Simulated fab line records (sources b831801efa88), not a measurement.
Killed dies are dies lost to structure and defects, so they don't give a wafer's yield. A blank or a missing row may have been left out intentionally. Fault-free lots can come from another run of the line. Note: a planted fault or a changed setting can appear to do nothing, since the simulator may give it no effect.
Check for tools in common / flow sky130 / 45 wafers sampled across 13 lots

## WHY IT WAS OPENED
At SKY_LDD_P_TW_MEAS_11 the reading LDD_P_TW is flagged on 2 of 13 lots. Fault-free wafers read 634, with a standard deviation of 3.8.
Rule: a lot is flagged in two cases, either no wafer of it has a number, or all its wafers with numbers fall more than 4 standard deviations from that mean. As for the other lots, they are considered sound.

lot=L282; measured=day 20 04:37; on=film-metro-04; LDD_P_TW, wafer by wafer=635 631 630; flag=
lot=L284; measured=day 20 05:24; on=film-metro-04; LDD_P_TW, wafer by wafer=629 631 627; flag=
lot=L287; measured=day 22 09:34; on=film-metro-03; LDD_P_TW, wafer by wafer=639 640 641; flag=
lot=L286; measured=day 22 10:19; on=film-metro-01; LDD_P_TW, wafer by wafer=636 634 638; flag=
lot=L289; measured=day 22 13:58; on=film-metro-01; LDD_P_TW, wafer by wafer=633 633 636; flag=
lot=L291; measured=day 22 23:47; on=film-metro-03; LDD_P_TW, wafer by wafer=641 639 640; flag=
lot=L290; measured=day 23 02:09; on=film-metro-04; LDD_P_TW, wafer by wafer=785 784 785 788 786 786; flag=FLAGGED
lot=L292; measured=day 23 05:40; on=film-metro-04; LDD_P_TW, wafer by wafer=631 627 629; flag=
lot=L293; measured=day 23 08:36; on=film-metro-04; LDD_P_TW, wafer by wafer=781 781 782 785 785 787; flag=FLAGGED
lot=L296; measured=day 24 12:29; on=film-metro-01; LDD_P_TW, wafer by wafer=633 629 630; flag=
lot=L297; measured=day 25 03:49; on=film-metro-03; LDD_P_TW, wafer by wafer=640 641 636; flag=
lot=L303; measured=day 27 03:10; on=film-metro-01; LDD_P_TW, wafer by wafer=637 640 638; flag=
lot=L304; measured=day 27 09:05; on=film-metro-03; LDD_P_TW, wafer by wafer=634 637 639; flag=
On average the flagged lots' numbers are 785, which is +151 against the usual, or +40 standard deviations.

## LOT BY LOT: THE TOOL USED
The record holds 1 process step before the reading, out of a route of 708 steps. In each cell: the tool, then ch and the chambers that the sampled wafers went through, then the start.
lot=L282; flag=; SKY_LDD_P_IMPLANT_09=implanter-04 ch 0, day 20 04:22
lot=L284; flag=; SKY_LDD_P_IMPLANT_09=implanter-04 ch 0, day 20 05:12
lot=L287; flag=; SKY_LDD_P_IMPLANT_09=implanter-02 ch 0, day 22 09:19
lot=L286; flag=; SKY_LDD_P_IMPLANT_09=implanter-04 ch 0, day 22 10:04
lot=L289; flag=; SKY_LDD_P_IMPLANT_09=implanter-02 ch 0, day 22 13:43
lot=L291; flag=; SKY_LDD_P_IMPLANT_09=implanter-04 ch 0, day 22 23:33
lot=L290; flag=FLAGGED; SKY_LDD_P_IMPLANT_09=implanter-02 ch 0, day 23 01:35
lot=L292; flag=; SKY_LDD_P_IMPLANT_09=implanter-02 ch 0, day 23 05:25
lot=L293; flag=FLAGGED; SKY_LDD_P_IMPLANT_09=implanter-03 ch 0, day 23 08:01
lot=L296; flag=; SKY_LDD_P_IMPLANT_09=implanter-03 ch 0, day 24 12:14
lot=L297; flag=; SKY_LDD_P_IMPLANT_09=implanter-02 ch 0, day 25 03:34
lot=L303; flag=; SKY_LDD_P_IMPLANT_09=implanter-02 ch 0, day 27 02:55
lot=L304; flag=; SKY_LDD_P_IMPLANT_09=implanter-03 ch 0, day 27 08:51
What is done by these steps:
- SKY_LDD_P_IMPLANT_09
- SKY_LDD_P_TW_MEAS_11

## FLAGGED AGAINST TOTAL, ONE TOOL AT A TIME (gauges that did the reading follow at the end)
step=SKY_LDD_P_IMPLANT_09; tool=implanter-02; lots run=6; flagged=1; share of the flagged lots=some; sound lots run after its first flagged lot=3 (L292,L297,L303)
step=SKY_LDD_P_IMPLANT_09; tool=implanter-03; lots run=3; flagged=1; share of the flagged lots=some; sound lots run after its first flagged lot=2 (L296,L304)
step=SKY_LDD_P_IMPLANT_09; tool=implanter-04; lots run=4; flagged=0; share of the flagged lots=none; sound lots run after its first flagged lot=-
step=SKY_LDD_P_TW_MEAS_11; tool=film-metro-01; lots run=4; flagged=0; share of the flagged lots=none; sound lots run after its first flagged lot=-
step=SKY_LDD_P_TW_MEAS_11; tool=film-metro-03; lots run=4; flagged=0; share of the flagged lots=none; sound lots run after its first flagged lot=-
step=SKY_LDD_P_TW_MEAS_11; tool=film-metro-04; lots run=5; flagged=2; share of the flagged lots=all; sound lots run after its first flagged lot=1 (L292)

## THE TABLE: WHAT IT ALLOWS
All flagged lots share 1 row of the table, namely film-metro-04 at SKY_LDD_P_TW_MEAS_11.
- film-metro-04 at SKY_LDD_P_TW_MEAS_11: 2 of its 5 lots flagged. Sound lots followed the first flagged one (L292) on it, something a lasting fault affecting the whole tool could not allow.
Every row of the table either missed a flagged lot or ran a sound lot after the first.

## WHAT THE SIMULATOR PUT IN
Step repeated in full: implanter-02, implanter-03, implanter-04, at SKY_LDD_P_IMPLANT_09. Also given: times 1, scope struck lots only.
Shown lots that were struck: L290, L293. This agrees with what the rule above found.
